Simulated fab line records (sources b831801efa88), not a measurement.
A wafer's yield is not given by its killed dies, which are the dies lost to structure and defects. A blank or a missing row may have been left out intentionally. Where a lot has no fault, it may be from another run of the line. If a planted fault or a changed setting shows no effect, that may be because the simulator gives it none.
fab line records ; flow sfqLine
record lots=13; wafers=36; lastDay=88
route steps=325 shown I1@74
lots with no fault: from the same line, run without faults
startH: start of the lot's first displayed wafer, in hours after the record's first day ; waitH: hours elapsed since this lot's preceding step ; " repeats the value in the row above ; L1.1+2: several wafers, shown together as one row ; - no value, or no start was given ; * or withheld: withheld ; < > ~ a bound
route shown NAME@n: NAME is a module with steps in the file, n the number in the route of the first one ; usual: average and standard deviation across the fault-free wafers ; same: alike in all rows ; chamber/n: place in a boat ; sites: each site's reading ; _std_site: standard deviation across them ; _edge_site: the outer-site mean with the inner-site mean subtracted ; radiusMm: for every site, how far away it sits from the centre of the wafer ; mask NAME#n: copy n ; behind: the last tool/chamber to shape the wafer ; hold: what put the lot on hold/how long, in hours/how the hold closed ; device: names the non-switching transistor (n, p or np) ; end of line: at the end of the route, the tests of the same wafers ; step lacking rows: just its recipe ; killed: at the first sort, the dies lost to defects and structure; wafer yield is something else ; map: a wafer's dies, x killed, . not, _ none there
set.NAME: the setting that was run; set.NAME@STEP: the one run at that earlier step ; model.NAME: the simulator's own value behind a step, which no gauge read
the route's steps for a sample of lots (tables are steps, rows are wafers)
services: a tool's chamber out of use, with start hour (startH, from the record's first day; less than 0 if before it), hours out, and reason
## steps
# step SFQ_TRILAYER_I1_CMP_CMP_046
# recipe material=SiO2; downForcePsi=3; platenRpm=60; padVelocityMS=0.94248
# usual motorCurrentA=10.1/1.1; slurryFlowMlMin=150.0/0.46; timeToEndpointS=216/6.3
lot.wafer;tool;chamber;startH;waitH;motorCurrentA;slurryFlowMlMin;timeToEndpointS
L473.1;cmp-02;1;550.85;0.0;10.3;149.8;214
L473.4;cmp-02;0;552.35;1.5;9.1;150.9;221
L473.5;cmp-02;1;552.35;1.5;10.0;150.3;218
L475.3;cmp-02;3;581.68;6.2;9.1;150.0;222
L475.5;cmp-02;0;581.68;6.2;9.4;149.7;235
L475.6;cmp-02;1;581.68;6.2;10.1;150.3;222
L476.3;cmp-01;2;590.57;1.6;9.8;151.1;220
L476.4;cmp-01;3;590.57;1.6;11.6;150.5;221
L476.6;cmp-01;0;590.57;1.6;11.4;150.8;213
L477.2;cmp-02;1;600.35;0.5;10.2;150.0;212
L477.3;cmp-02;2;600.35;0.5;10.9;149.8;218
L477.1;cmp-02;3;600.35;0.5;9.1;150.0;214
L478.2;cmp-01;0;610.45;1.0;11.4;150.0;210
L478.3;cmp-01;1;610.45;1.0;8.8;150.6;207
L478.5;cmp-01;2;610.45;1.0;9.4;149.6;224
L480.1;cmp-01;0;633.46;3.1;10.9;150.2;259
L480.2;cmp-01;1;633.46;3.1;9.0;149.7;205
L480.6;cmp-01;1;635.96;5.6;8.8;150.2;215
L489.2;cmp-02;3;702.33;4.7;9.2;149.8;209
L489.5;cmp-02;2;703.83;6.2;10.4;150.2;215
L489.6;cmp-02;3;703.83;6.2;8.6;149.5;219
L492.3;cmp-01;0;739.34;2.0;11.4;149.6;215
L492.6;cmp-01;0;741.34;4.0;11.5;149.6;217
L492.5;cmp-01;1;741.34;4.0;8.7;150.0;212
L493.1;cmp-01;1;745.34;2.0;8.7;150.5;217
L493.2;cmp-01;0;746.84;3.5;11.1;149.8;219
L493.5;cmp-01;2;747.84;4.5;9.9;150.0;234
L494.3;cmp-02;3;759.60;3.1;8.9;149.1;208
L494.2;cmp-02;0;759.60;3.1;9.6;149.5;220
L494.6;cmp-02;3;761.60;5.0;8.9;150.0;224
L495.4;cmp-01;2;772.76;0.6;10.1;149.9;215
L495.1;cmp-01;0;773.76;1.6;10.7;150.0;209
L495.2;cmp-01;1;773.76;1.6;8.3;150.0;213
L496.2;cmp-01;3;782.26;1.7;11.7;150.0;213
L496.1;cmp-01;0;782.26;1.7;10.5;149.8;211
L496.5;cmp-01;2;783.76;3.2;10.6;150.2;214
# step SFQ_TRILAYER_I1_METRO_MEASURE_047
# usual thkNm=200.1/0.96
lot.wafer;tool;chamber;startH;waitH;thkNm
L473.1;filmMetro-03;-;553.97;0.1;200.9
L473.4;filmMetro-03;-;553.97;0.1;200.7
L473.5;filmMetro-03;-;553.97;0.1;200.4
L475.3;filmMetro-02;-;583.70;0.5;199.5
L475.5;filmMetro-02;-;583.70;0.5;200.1
L475.6;filmMetro-02;-;583.70;0.5;199.9
L476.3;filmMetro-02;-;593.09;0.5;201.4
L476.4;filmMetro-02;-;593.09;0.5;200.3
L476.6;filmMetro-02;-;593.09;0.5;199.5
L477.1;filmMetro-04;-;602.97;0.1;200.0
L477.2;filmMetro-04;-;602.97;0.1;201.0
L477.3;filmMetro-04;-;602.97;0.1;200.1
L478.2;filmMetro-02;-;612.77;0.3;198.2
L478.3;filmMetro-02;-;612.77;0.3;198.9
L478.5;filmMetro-02;-;612.77;0.3;199.4
L480.1;filmMetro-03;-;636.58;0.1;149.7
L480.2;filmMetro-03;-;636.58;0.1;199.2
L480.6;filmMetro-03;-;636.58;0.1;198.9
L489.2;filmMetro-02;-;705.15;0.3;197.1
L489.5;filmMetro-02;-;705.15;0.3;198.8
L489.6;filmMetro-02;-;705.15;0.3;197.8
L492.3;filmMetro-02;-;742.86;0.5;199.6
L492.5;filmMetro-02;-;742.86;0.5;201.2
L492.6;filmMetro-02;-;742.86;0.5;201.1
L493.1;filmMetro-02;-;748.46;0.1;199.8
L493.2;filmMetro-02;-;748.46;0.1;200.2
L493.5;filmMetro-02;-;748.46;0.1;201.3
L494.2;filmMetro-02;-;762.92;0.3;199.8
L494.3;filmMetro-02;-;762.92;0.3;200.3
L494.6;filmMetro-02;-;762.92;0.3;201.1
L495.1;filmMetro-04;-;775.88;0.1;199.7
L495.2;filmMetro-04;-;775.88;0.1;200.2
L495.4;filmMetro-04;-;775.88;0.1;200.5
L496.1;filmMetro-03;-;784.88;0.1;199.3
L496.2;filmMetro-03;-;784.88;0.1;199.1
L496.5;filmMetro-03;-;784.88;0.1;200.5
# step SFQ_TRILAYER_I1_VIA_ETCH_VIA_ETCH_052
# recipe target=SiO2; stopOn=Nb; maskMaterial=PR; taperDeg=20; chemistry=CHF3; targetDepthNm=260; sourceW=500; biasW=80; pressureMtorr=30; timeS=withheld
# usual drypumpMotorCurrentA=5.7/0.64; oesProductAu=0.855/0.005
lot.wafer;tool;chamber;startH;waitH;drypumpMotorCurrentA;oesProductAu
L473.1;rieDiel-01;2;557.50;0.0;6.7;0.848
L473.4;rieDiel-01;1;557.50;0.0;4.8;0.846
L473.5;rieDiel-01;1;557.50;0.0;4.7;0.856
L475.3;rieDiel-01;2;610.18;0.0;6.7;0.854
L475.5;rieDiel-01;0;610.18;0.0;5.3;0.852
L475.6;rieDiel-01;3;610.18;0.0;6.7;0.851
L476.3;rieDiel-02;3;612.58;0.0;5.7;0.866
L476.4;rieDiel-02;1;612.58;0.0;5.2;0.853
L476.6;rieDiel-02;1;612.58;0.0;5.2;0.855
L477.1;rieDiel-03;0;617.38;0.0;6.3;0.859
L477.2;rieDiel-03;1;617.38;0.0;6.6;0.851
L477.3;rieDiel-03;3;617.38;0.0;5.9;0.860
L478.2;rieDiel-01;2;626.98;0.0;6.7;0.856
L478.3;rieDiel-01;0;626.98;0.0;5.3;0.856
L478.5;rieDiel-01;2;626.98;0.0;6.7;0.859
L480.1;rieDiel-01;1;787.96;0.0;4.8;0.728
L480.2;rieDiel-01;3;787.96;0.0;6.8;0.851
L480.6;rieDiel-01;2;787.96;0.0;6.7;0.856
L489.2;rieDiel-01;0;855.32;0.0;5.3;0.852
L489.5;rieDiel-01;3;855.32;0.0;6.8;0.854
L489.6;rieDiel-01;0;855.32;0.0;5.3;0.851
L492.3;rieDiel-01;2;896.35;0.0;6.7;0.858
L492.5;rieDiel-01;1;896.35;0.0;4.8;0.862
L492.6;rieDiel-01;2;896.35;0.0;6.7;0.856
L493.1;rieDiel-01;2;902.35;0.0;6.7;0.846
L493.2;rieDiel-01;0;902.35;0.0;5.3;0.860
L493.5;rieDiel-01;1;902.35;0.0;4.8;0.853
L494.2;rieDiel-02;1;914.35;0.0;5.2;0.859
L494.3;rieDiel-02;2;914.35;0.0;5.4;0.855
L494.6;rieDiel-02;0;914.35;0.0;5.9;0.855
L495.1;rieDiel-02;3;928.75;0.0;5.7;0.856
L495.2;rieDiel-02;1;928.75;0.0;5.2;0.852
L495.4;rieDiel-02;0;928.75;0.0;5.9;0.854
L496.1;rieDiel-03;0;937.58;0.0;6.3;0.849
L496.2;rieDiel-03;3;937.58;0.0;5.9;0.863
L496.5;rieDiel-03;3;937.58;0.0;5.9;0.861
## services
tool;chamber;startH;hours;kind
filmMetro-02;-;532.15;1.2;pm
rieDiel-01;2;532.16;6.1;repair
cmp-01;-;568.79;4.8;pm
cmp-01;-;576.58;4.0;pm
cmp-01;-;583.52;2.4;repair
cmp-02;-;585.17;2.7;repair
rieDiel-01;0;587.33;6.4;repair
cmp-02;-;597.60;1.5;repair
rieDiel-01;-;605.49;4.0;repair
filmMetro-02;-;622.35;0.5;pm
rieDiel-01;1;622.52;1.7;repair
filmMetro-02;-;666.70;0.7;pm
rieDiel-01;-;693.11;2.8;pm
rieDiel-01;0;717.57;9.6;repair
filmMetro-02;-;720.60;0.7;pm
rieDiel-01;-;757.86;0.3;repair
rieDiel-01;2;813.13;2.6;repair
rieDiel-01;1;832.27;9.7;repair
filmMetro-02;-;866.82;0.4;pm
rieDiel-01;3;893.14;1.7;repair
rieDiel-01;3;896.08;6.3;repair
filmMetro-02;-;911.35;1.2;pm
cmp-01;-;916.58;4.0;pm
cmp-01;-;935.58;3.8;pm
## key
firstSign step=SFQ_TRILAYER_I1_CMP_CMP_046; reading=timeToEndpointS; direction=up; sigmas=6.7; usual=*; struck=*
effect step=SFQ_TRILAYER_I1_METRO_MEASURE_047; reading=thkNm; direction=down; sigmas=52; usual=200.1; struck=149.7
effect step=SFQ_TRILAYER_I1_VIA_ETCH_VIA_ETCH_052; reading=oesProductAu; direction=down; sigmas=26; usual=0.855; struck=0.728
metAt SFQ_TRILAYER_I1_CMP_CMP_046
struckLots L480
struckWafers L480.1
onsetBetween 610.45 633.46
fault kind=processParameterDrift; tool=cmp-01; chamber=0; onsetH=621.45; steps=SFQ_TRILAYER_I1_CMP_CMP_046; channel=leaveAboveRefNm; offset=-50; shape=step; endH=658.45; actsIn=theseRecipesOnly; stated=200
